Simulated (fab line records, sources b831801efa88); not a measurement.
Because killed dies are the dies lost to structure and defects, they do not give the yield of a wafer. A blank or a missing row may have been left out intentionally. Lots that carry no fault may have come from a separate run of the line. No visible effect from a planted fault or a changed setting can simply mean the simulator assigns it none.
Chamber matching :: flow sky130 :: rie-diel-04 running SKY_PAD_OPEN_ETCH_07: 4 sister chambers
The step etches the open film in CF4/O2, stops on AlCu, target depth 725 nm, time 161.1 s. 4 wafers are shown with their chamber, then 8 later ones without.

WAFERS PAIRED WITH THEIR CHAMBERS
wafer: L081.4
chamber: 3
throttle-valve-pct (%): 5.976

wafer: L081.6
chamber: 0
throttle-valve-pct (%): 5.964

wafer: L082.5
chamber: 1
throttle-valve-pct (%): 5.969

wafer: L087.3
chamber: 2
throttle-valve-pct (%): 5.960

WAFERS MISSING THEIR CHAMBER
wafer: L087.4
throttle-valve-pct (%): 5.962

wafer: L087.6
throttle-valve-pct (%): 5.963

wafer: L090.1
throttle-valve-pct (%): 5.952

wafer: L090.2
throttle-valve-pct (%): 5.965

wafer: L090.6
throttle-valve-pct (%): 5.974

wafer: L092.1
throttle-valve-pct (%): 5.967

wafer: L092.4
throttle-valve-pct (%): 5.966

wafer: L092.6
throttle-valve-pct (%): 5.954

CHAMBER TAKEN BY EACH
wafer: L087.4
from the rows above: can't be placed: 2 or 0 or 1
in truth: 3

wafer: L087.6
from the rows above: can't be placed: 0 or 2 or 1
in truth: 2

wafer: L090.1
from the rows above: can't be placed: 2 or 0
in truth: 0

wafer: L090.2
from the rows above: can't be placed: 0 or 1 or 2
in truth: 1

wafer: L090.6
from the rows above: can't be placed: 3 or 1
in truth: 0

wafer: L092.1
from the rows above: can't be placed: 1 or 0 or 2 or 3
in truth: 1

wafer: L092.4
from the rows above: can't be placed: 0 or 1 or 2
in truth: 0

wafer: L092.6
from the rows above: can't be placed: 2 or 0
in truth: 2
Correct placement for 0 of the 8. Cannot be placed on the basis of these rows: 8; the candidates contain the true chamber in 6. Wrongly placed: 0.
How it was worked out, from the rows above alone: a wafer's distance from a chamber is the root of the sum, over the readings, of the square of ((its reading less the chamber's mean) divided by the reading's scatter). If the next closest chamber is less than 2 further off than the closest, the wafer can't be placed; otherwise it belongs to the closest. For every chamber, the mean is computed from those of its wafers that are shown. The scatter: root of mean squared gap, hidden wafer to nearest shown wafer, with one shown wafer a chamber.
